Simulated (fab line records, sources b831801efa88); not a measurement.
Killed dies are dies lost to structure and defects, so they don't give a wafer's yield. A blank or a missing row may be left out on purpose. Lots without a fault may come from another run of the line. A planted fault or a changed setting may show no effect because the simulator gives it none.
fab line records | flow sky130
record lots=6 wafers=18 last_day=50
route steps=708 shown VIA3@582 METAL4@598 PAD_OPEN@708
lots that met no fault: from a run of the same line without faults
start_h: hours from the record's first day to the start of the lot's first wafer shown | wait_h: hours since the lot's step before | " the same as in the row above | L1.1+2: a row that stands for several wafers | - no value, or no start given | * or withheld: withheld | < > ~ a bound
route shown NAME@n: a module of which the file shows steps, and the number in the route of the first | usual: mean/standard deviation of fault-free wafers | same: alike in all rows | chamber/n: place in a boat | sites: the reading at each site | _std_site: their standard deviation | _edge_site: outer sites' mean less inner sites' | radius_mm: how far each site lies from the wafer's centre | mask NAME#n: copy n | behind: the tool/chamber that last shaped the wafer | hold: why the lot was held/for how many hours/how that ended | device: the transistor (n, p or np) that didn't switch | end of line: the same wafers' tests at the end of the route | a step without rows: its recipe alone | killed: dies lost to structure and defects at the first sort, not the wafer's yield | map: a wafer's dies, x killed, . not, _ none there
set.NAME: the setting as run; set.NAME@STEP: as run at that earlier step | model.NAME: the simulator's own value behind a step, which no gauge read
lots at some steps of the route; a table a step, a row a wafer
services: from which hour (start_h, from the record's first day; less than 0 if before it) a tool's chamber was out of use, for how many hours, and why
## steps
# step SKY_VIA3_EXPOSE_09
# recipe mask_id=VIM3 na=0.8 source_shape=annular sigma_inner=0.55 sigma_outer=0.85 target_cd_nm=200 dose_mj=38
# step SKY_VIA3_PEB_10
# recipe peb_temp_c=withheld peb_time_s=withheld resist=KrF-thick
# step SKY_VIA3_DEVELOP_11
# recipe develop_time_s=60 resist=KrF-thick dev_temp_c=21
# step SKY_VIA3_CD_MEAS_12
# recipe target_cd_nm=200
# usual cd_nm=199.9/1.7
# columns lot.wafer tool chamber start_h wait_h cd_nm
L741.1 cd_sem-01 - 950.92 - 198.6
L741.5 " - " " 198.3
L741.6 " - " " 198.2
L751.2 cd_sem-02 - 1022.39 - 201.3
L751.5 " - " " 200.4
L751.6 " - " " 201.3
L755.1 cd_sem-02 - 1040.38 - 200.8
L755.2 " - " " 200.8
L755.4 " - " " 200.7
L757.1 cd_sem-01 - 1056.18 - 202.3
L757.2 " - " " 202.7
L757.6 " - " " 202.4
L758.2 cd_sem-01 - 1061.25 - 199.6
L758.4 " - " " 198.9
L758.5 " - " " 199.5
L761.2 cd_sem-02 - 1076.89 - 198.4
L761.4 " - " " 197.8
L761.5 " - " " 195.2
# step SKY_VIA3_OVL_MEAS_13
# usual VIA3_OVL=-4/6.3
# columns lot.wafer tool chamber start_h wait_h VIA3_OVL[nm]
L741.1 overlay-01 - 951.04 0.1 -2
L741.5 " - " " -11
L741.6 " - " " 1
L751.2 overlay-01 - 1022.50 0.1 -5
L751.5 " - " " 0
L751.6 " - " " -4
L755.1 overlay-02 - 1040.50 0.1 -3
L755.2 " - " " -3
L755.4 " - " " -2
L757.1 overlay-02 - 1056.30 0.1 4
L757.2 " - " " 4
L757.6 " - " " -3
L758.2 overlay-01 - 1061.36 0.1 -9
L758.4 " - " " -14
L758.5 " - " " 3
L761.2 overlay-01 - 1077.00 0.1 -9
L761.4 " - " " -5
L761.5 " - " " -16
# step SKY_VIA3_ETCH_14
# recipe chemistry=N2/H2 target=BARC ion_energy_ev=200 source_w=500 bias_w=100 pressure_mtorr=30 n2_flow_sccm=100 h2_flow_sccm=200 stop_on=SiO2 time_s=45.9 target_depth_a=600
# usual drypump_motor_current_A=5.6/0.52 oes_product_au=0.855/0.0044 rf_fwd_power_W=495.2/2.2 throttle_valve_pct=13.225/0.0095
# columns lot.wafer tool chamber start_h wait_h drypump_motor_current_A oes_product_au rf_fwd_power_W rf_hours_counter_h throttle_valve_pct
L741.1 rie_diel-04 0 951.08 0.0 5.9 0.860 494.3 15 13.239
L741.5 " 1 " " 6.3 0.855 497.8 - 13.234
L741.6 " 0 " " 5.9 0.857 492.8 - 13.234
L751.2 rie_diel-02 3 1022.53 0.0 5.3 0.859 495.4 14 13.240
L751.5 " 2 " " 5.9 0.858 495.9 - 13.215
L751.6 " 1 " " 5.3 0.855 492.7 - 13.224
L755.1 rie_diel-04 2 1040.54 0.0 5.4 0.855 491.3 25 13.212
L755.2 " 3 " " 5.8 0.855 496.7 5 13.235
L755.4 " 1 " " 6.3 0.849 495.9 14 13.227
L757.1 rie_diel-02 2 1056.34 0.0 5.9 0.859 498.5 9 13.231
L757.2 " 1 " " 5.3 0.851 493.4 17 13.237
L757.6 " 3 " " 5.3 0.853 497.0 - 13.233
L758.2 rie_diel-03 3 1061.39 0.0 4.7 0.856 493.7 21 13.198
L758.4 " 2 " " 4.8 0.853 495.3 6 13.223
L758.5 " 0 " " 5.2 0.863 494.1 - 13.218
L761.2 rie_diel-02 0 1077.03 0.0 6.3 0.856 493.4 22 13.229
L761.4 " 1 " " 5.3 0.850 490.1 17 13.219
L761.5 " 0 " " 6.3 0.851 493.6 - 13.227
# step SKY_VIA3_ETCH_15
# recipe target=SiO2 chemistry=C4F8/O2/Ar target_depth_nm=507 stop_on=TiN mask_material=KrF-thick source_w=1500 bias_w=1200 pressure_mtorr=40 c4f8_flow_sccm=withheld O2_flow_sccm=6 Ar_flow_sccm=300 time_s=78
# usual oes_product_au=0.946/0.0055 rf_fwd_power_W=1490/5.5
# columns lot.wafer tool chamber start_h wait_h oes_product_au rf_fwd_power_W
L741.1 rie_diel-04 0 951.12 0.0 0.941 1491
L741.5 " 1 " " 0.936 1497
L741.6 " 0 " " 0.957 1493
L751.2 rie_diel-02 3 1022.57 0.0 0.951 1493
L751.5 " 2 " " 0.949 1495
L751.6 " 1 " " 0.943 1482
L755.1 rie_diel-04 2 1040.58 0.0 0.947 1486
L755.2 " 3 " " 0.939 1491
L755.4 " 1 " " 0.951 1492
L757.1 rie_diel-02 2 1056.38 0.0 0.947 1485
L757.2 " 1 " " 0.953 1484
L757.6 " 3 " " 0.944 1493
L758.2 rie_diel-03 3 1061.43 0.0 0.943 1493
L758.4 " 2 " " 0.936 1490
L758.5 " 0 " " 0.944 1487
L761.2 rie_diel-02 0 1077.07 0.0 0.947 1485
L761.4 " 1 " " 0.940 1488
L761.5 " 0 " " 0.941 1487
# step SKY_VIA3_STRIP_16
# recipe chemistry=O2/N2 power_w=1400 pressure_mtorr=1500 platen_temp_c=withheld o2_flow_sccm=3000 n2_flow_sccm=300 overash_fraction=0.5
# usual drypump_motor_current_A=6.01/0.24 oes_product_au=0.402/0.0052 strip_time_to_endpoint_s=4.12/0.039
# columns lot.wafer tool chamber start_h wait_h drypump_motor_current_A oes_product_au rf_hours_counter_h strip_time_to_endpoint_s
L741.1 plasma_asher-02 1 951.18 0.0 6.25 0.412 23 4.05
L741.5 " 1 " " 6.23 0.397 - 4.03
L741.6 " 0 " " 5.99 0.400 - 4.06
L751.2 plasma_asher-04 1 1022.63 0.0 5.64 0.397 92 4.11
L751.5 " 1 " " 5.61 0.408 - 4.14
L751.6 " 0 " " 6.11 0.403 - 4.12
L755.1 plasma_asher-02 0 1040.64 0.0 5.98 0.398 32 4.12
L755.2 " 1 " " 6.25 0.406 32 4.10
L755.4 " 0 " " 5.99 0.396 - 4.04
L757.1 plasma_asher-04 1 1056.44 0.0 5.65 0.406 96 4.13
L757.2 " 0 " " 6.08 0.398 96 4.09
L757.6 " 1 " " 5.67 0.401 - 4.09
L758.2 plasma_asher-02 1 1061.49 0.0 6.23 0.399 34 4.10
L758.4 " 0 " " 5.99 0.398 - 4.14
L758.5 " 1 " " 6.26 0.404 - 4.19
L761.2 plasma_asher-02 1 1077.13 0.0 6.24 0.399 36 4.17
L761.4 " 1 " " 6.26 0.396 - 4.09
L761.5 " 0 " " 6.01 0.410 - 4.21
# step SKY_VIA3_STRIP_17
# recipe chemistry=post_etch_residue_remover time_s=1200 temp_c=72.5
# step SKY_VIA3_CLEAN_18
# recipe chemistry=IPA time_s=180 temp_c=25
# step SKY_VIA3_CLEAN_19
# recipe chemistry=O3/DIW dry=n2_spin
# step SKY_VIA3_SPUTTER_20
# recipe material=TiN target_thk_nm=20 chamber_pressure_pa=5 power_w=4000 time_s=80
# usual chamber_pressure_pa=5.000/0.011 throttle_valve_pct=29.5/0.7
# columns lot.wafer tool chamber start_h wait_h chamber_pressure_pa throttle_valve_pct
L741.1 pvd_sputter-03 - 951.77 0.0 5.000 29.3
L741.5 " - " " 5.001 29.8
L741.6 " - " " 4.998 30.2
L751.2 pvd_sputter-02 - 1023.23 0.0 5.004 29.3
L751.5 " - " " 5.013 28.9
L751.6 " - " " 5.014 29.0
L755.1 pvd_sputter-02 - 1041.23 0.0 5.021 28.9
L755.2 " - " " 4.999 28.9
L755.4 " - " " 5.003 29.3
L757.1 pvd_sputter-02 - 1057.03 0.0 4.993 29.9
L757.2 " - " " 5.009 29.1
L757.6 " - " " 5.013 29.4
L758.2 pvd_sputter-01 - 1062.11 0.0 4.997 29.3
L758.4 " - " " 4.992 30.8
L758.5 " - " " 4.971 28.8
L761.2 pvd_sputter-01 - 1077.77 0.0 4.997 30.7
L761.4 " - " " 5.003 30.1
L761.5 " - " " 5.005 31.0
# step SKY_VIA3_CVD_21
# recipe material=W target_thk_nm=390 time_s=117.31 temp_c=400 pressure_torr=40
# usual heater_power_w=879/120
# columns lot.wafer tool chamber start_h wait_h heater_power_w model.W_of_VIA3_CVD_21.thk_nm
L741.1 cvd_w-01 0 951.83 0.0 752 401.1
L741.5 " 0 " " 741 396.2
L741.6 " 1 " " 1043 408.2
L751.2 cvd_w-02 1 1023.29 0.0 769 396.7
L751.5 " 0 " " 936 376.2
L751.6 " 1 " " 775 392.6
L755.1 cvd_w-02 0 1041.29 0.0 923 729.9
L755.2 " 1 " " 784 395.5
L755.4 " 1 " " 757 744.4
L757.1 cvd_w-01 1 1057.09 0.0 1066 400.6
L757.2 " 0 " " 750 399.7
L757.6 " 1 " " 1051 402.6
L758.2 cvd_w-02 1 1062.17 0.0 769 390.2
L758.4 " 0 " " 932 722.4
L758.5 " 0 " " 935 386.3
L761.2 cvd_w-01 0 1077.83 0.0 772 404
L761.4 " 0 " " 769 404
L761.5 " 0 " " 750 407.7
# step SKY_VIA3_RS_MEAS_22
# recipe thk_meas_gauge=four-point-probe reads=W_of_VIA3_CVD_21+TiN_of_VIA3_SPUTTER_20
# usual VIA3_W_RS=0.289/0.0058
# columns lot.wafer tool chamber start_h wait_h VIA3_W_RS[ohm/sq]
L741.1 film_metro-04 - 951.96 0.1 0.285
L741.5 " - " " 0.289
L741.6 " - " " 0.281
L751.2 film_metro-02 - 1023.43 0.1 0.289
L751.5 " - " " 0.304
L751.6 " - " " 0.293
L755.1 film_metro-04 - 1041.41 0.1 0.156
L755.2 " - " " 0.290
L755.4 " - " " 0.153
L757.1 film_metro-03 - 1057.21 0.1 0.286
L757.2 " - " " 0.287
L757.6 " - " " 0.284
L758.2 film_metro-03 - 1062.31 0.1 0.294
L758.4 " - " " 0.158
L758.5 " - " " 0.297
L761.2 film_metro-03 - 1077.98 0.1 0.283
L761.4 " - " " 0.284
L761.5 " - " " 0.281
# step SKY_VIA3_THK_MEAS_23
# recipe thk_meas_gauge=xrf reads=W_of_VIA3_CVD_21
# usual VIA3_W_THK=406/9.3
# columns lot.wafer tool chamber start_h wait_h VIA3_W_THK[nm]
L741.1 film_metro-04 - 952.08 0.1 409
L741.5 " - " " 404
L741.6 " - " " 419
L751.2 film_metro-02 - 1023.54 0.1 409
L751.5 " - " " 384
L751.6 " - " " 403
L755.1 film_metro-04 - 1041.53 0.1 -
L755.2 " - " " 400
L755.4 " - " " -
L757.1 film_metro-03 - 1057.33 0.1 414
L757.2 " - " " 415
L757.6 " - " " 417
L758.2 film_metro-03 - 1062.42 0.1 405
L758.4 " - " " -
L758.5 " - " " 400
L761.2 film_metro-03 - 1078.09 0.1 419
L761.4 " - " " 418
L761.5 " - " " 421
# step SKY_VIA3_CMP_24
# recipe stop_on=SiO2 t_overpolish_s=20 down_force_psi=3.5 platen_rpm=60 target_thk_nm=0 pad_velocity_m_s=0.94248
# usual edge_zone_pressure_frac=1.000/0.0053 motor_current_A=11.3/0.8 time_to_endpoint_s=97/4.5
# columns lot.wafer tool chamber start_h wait_h edge_zone_pressure_frac motor_current_A time_to_endpoint_s
L741.1 cmp-01 0 952.24 0.1 0.996 10.6 98
L741.6 " 2 " " 1.008 11.6 105
L741.5 " 3 " " 1.001 11.5 99
L751.2 cmp-02 0 1023.74 0.2 0.993 11.1 92
L751.5 " 1 " " 0.996 10.0 87
L751.6 " 2 " " 0.991 12.7 92
L755.2 cmp-02 0 1041.59 0.0 1.000 10.8 94
L755.1 " 1 " " 1.005 9.5 181
L755.4 " 3 " " 0.991 10.6 179
L757.2 cmp-01 3 1057.44 0.1 1.009 12.1 96
L757.1 " 0 " " 0.995 11.4 98
L757.6 " 2 " " 0.989 12.1 99
L758.2 cmp-02 0 1062.47 0.0 1.008 11.0 95
L758.4 " 2 " " 0.997 12.5 187
L758.5 " 0 " " 1.006 10.9 96
L761.4 cmp-02 1 1078.18 0.1 0.996 9.7 101
L761.2 " 0 " " 1.002 10.7 99
L761.5 " 2 " " 0.994 12.1 102
# step SKY_METAL4_SPUTTER_00
# recipe material=Ti target_thk_nm=15 power_w=3000 time_s=10 chamber_pressure_pa=0.4
# usual chamber_pressure_pa=0.4000/0.00083 throttle_valve_pct=29.8/0.92
# columns lot.wafer tool chamber start_h wait_h chamber_pressure_pa throttle_valve_pct
L741.1 pvd_sputter-04 - 952.44 0.1 0.4004 31.1
L741.5 " - " " 0.4006 29.8
L741.6 " - " " 0.4006 31.2
L751.2 pvd_sputter-04 - 1023.89 0.1 0.4004 31.1
L751.5 " - " " 0.3992 30.1
L751.6 " - " " 0.4003 31.3
L755.1 pvd_sputter-01 - 1041.89 0.2 0.3979 29.2
L755.2 " - " " 0.4007 30.4
L755.4 " - " " 0.3994 28.8
L757.1 pvd_sputter-04 - 1057.69 0.1 0.3998 30.1
L757.2 " - " " 0.4005 31.3
L757.6 " - " " 0.3991 29.7
L758.2 pvd_sputter-02 - 1062.77 0.2 0.4006 29.3
L758.4 " - " " 0.3991 28.8
L758.5 " - " " 0.4007 28.7
L761.2 pvd_sputter-02 - 1078.48 0.1 0.4002 28.9
L761.4 " - " " 0.4004 28.9
L761.5 " - " " 0.3982 29.4
# step SKY_PAD_OPEN_PROBE_99
# usual defect_limited_yield=82.5/1.7 killed_at_M0_to_M3=42/6.1 killed_at_M4_up=3.1/1.7 killed_at_contacts=24/5.5 killed_at_front_end=16/4.1 killed_at_other=0.3/0.57 killed_dies=86/8.2 killed_open=47/6.8 killed_short=38/5.8 sort_bin_3_pad_short=0.8/0.42 sort_bin_5_function=10.2/1.3 sort_bin_6_memory=6.4/1 sort_n_pass=406/8.2 sort_yield_pct=82.5/1.7
# same gross_dies=492 killed_at_back_side=0 sort_bin_4_leakage[%]=0 sort_bin_8_speed[%]=0
# columns lot.wafer tool chamber start_h wait_h defect_limited_yield[%] killed_at_M0_to_M3 killed_at_M4_up killed_at_contacts killed_at_front_end killed_at_other killed_dies killed_open killed_short sort_bin_3_pad_short[%] sort_bin_5_function[%] sort_bin_6_memory[%] sort_n_pass sort_yield_pct[%]
L755.1 prober-01 - 1168.19 0.1 84.8 36 3 28 8 0 75 39 36 1.2 9.1 4.9 417 84.8
L755.2 prober-01 - 1168.24 0.1 80.1 49 5 22 22 0 98 49 48 0.8 13.0 6.1 394 80.1
L755.4 prober-01 - 1168.34 0.2 79.7 45 4 28 23 0 100 53 47 1.0 11.0 8.3 392 79.7
# killed by level:class
L755.1 CONTACT:geometric_particle:open=10 VIA1:geometric_particle:open=9 CONTACT:geometric_particle:short=7 VIA1:geometric_particle:short=6 LOCAL_INTERCONNECT:geometric_particle:short=5 FIELD_ISO:geometric_particle:open=4 LI_CONTACT:geometric_particle:short=4 METAL2:geometric_particle:short=4
L755.2 VIA1:geometric_particle:open=10 METAL1:geometric_particle:short=8 METAL2:geometric_particle:short=7 FIELD_ISO:geometric_particle:short=6 VIA3:geometric_particle:open=6 LI_CONTACT:geometric_particle:open=5 LOCAL_INTERCONNECT:geometric_particle:short=5 CONTACT:geometric_particle:open=5
L755.4 VIA1:geometric_particle:open=10 CONTACT:geometric_particle:open=9 POLY_GATE:geometric_particle:open=8 VIA1:geometric_particle:short=8 CONTACT:geometric_particle:short=7 VIA3:geometric_particle:open=7 VIA2:geometric_particle:open=7 FIELD_ISO:geometric_particle:open=6
## services
# columns tool chamber start_h hours kind
cmp-02 - 934.23 0.5 repair
rie_diel-02 1 948.66 23.1 repair
rie_diel-02 0 955.90 5.5 repair
cvd_w-02 1 959.67 11.6 repair
plasma_asher-04 - 960.96 0.7 repair
pvd_sputter-01 - 962.25 1.6 repair
plasma_asher-04 - 964.69 4.1 repair
cmp-02 - 966.79 6.7 pm
cmp-02 - 973.50 9.0 pm
pvd_sputter-02 - 975.97 0.8 repair
rie_diel-04 1 977.93 28.4 repair
pvd_sputter-01 - 979.80 2.3 repair
pvd_sputter-03 - 981.53 1.4 repair
cmp-01 - 986.98 2.6 repair
pvd_sputter-04 - 992.72 8.0 repair
rie_diel-03 2 1012.11 2.4 repair
cvd_w-02 - 1012.83 6.9 pm
cmp-01 - 1019.07 2.2 repair
cvd_w-01 - 1033.14 1.9 repair
cmp-01 - 1047.98 1.9 repair
rie_diel-04 3 1052.17 9.8 repair
rie_diel-03 1 1064.36 2.9 repair
rie_diel-04 1 1069.35 3.1 repair
cmp-01 - 1073.81 6.7 pm
## key
first_sign step=SKY_VIA3_RS_MEAS_22 reading=VIA3_W_RS direction=down sigmas=23 usual=0.289 struck=0.156
effect step=SKY_VIA3_THK_MEAS_23 reading=VIA3_W_THK direction=missing
effect step=SKY_VIA3_CMP_24 reading=time_to_endpoint_s direction=up sigmas=19 usual=* struck=*
model_effect step=SKY_VIA3_CVD_21 value=W_of_VIA3_CVD_21.thk_nm without=388.5 struck=732.2
met_at SKY_VIA3_CVD_21
struck_wafers L755.1,L755.4,L758.4
onset_between 1023.29 1041.29
fault kind=process_parameter_drift tool=cvd_w-02 chamber=- onset_h=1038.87 steps=SKY_VIA3_CVD_21 channel=target_thk_nm offset=343.41 shape=step end_h=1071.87 scope=struck_wafers_only acts_in=these_recipes_only stated=390
